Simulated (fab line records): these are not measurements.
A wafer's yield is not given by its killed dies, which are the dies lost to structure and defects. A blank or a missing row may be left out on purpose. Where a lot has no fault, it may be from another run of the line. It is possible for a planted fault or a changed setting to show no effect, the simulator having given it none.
Chamber matching -- flow sky130 -- SKY_VIA4_ETCH_12 on rie-diel-04: 4 sister chambers
The step etches SiO2 in C4F8/O2/Ar, stops on TiN, target depth 580 nm. 4 wafers are shown with their chamber, then 8 later ones without.

EACH WAFER AND ITS CHAMBER
wafer,chamber,oes-product-au (a.u.)
L076.5,2,0.928
L086.3,1,0.930
L086.6,0,0.926
L090.4,3,0.922

WAFERS MISSING THEIR CHAMBER
wafer,oes-product-au (a.u.)
L090.5,0.925
L090.6,0.929
L093.3,0.931
L093.4,0.928
L093.5,0.924
L095.1,0.924
L095.5,0.924
L095.6,0.930

WHICH CHAMBER EACH ONE RAN IN
wafer,from the rows above,in truth
L090.5,can't be placed: 0 or 2 or 3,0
L090.6,can't be placed: 1 or 2 or 0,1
L093.3,can't be placed: 1 or 2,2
L093.4,can't be placed: 2 or 0 or 1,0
L093.5,can't be placed: 0 or 3 or 2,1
L095.1,can't be placed: 0 or 3 or 2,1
L095.5,can't be placed: 0 or 3 or 2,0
L095.6,can't be placed: 1 or 2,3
0 of 8 placed correctly. Not placeable from these rows: 8 (in 5, the candidates include the true chamber). 0 placed wrongly.
How it was worked out, from the rows above alone: a wafer's distance from a chamber is the root of the sum, over the readings, of the square of ((its reading less the chamber's mean) divided by the reading's scatter). If the next closest chamber is less than 2 further off than the closest, the wafer can't be placed; otherwise it belongs to the closest. The mean given for a chamber averages the wafers shown for that chamber. The scatter: root of mean squared gap, hidden wafer to nearest shown wafer, with one shown wafer a chamber.
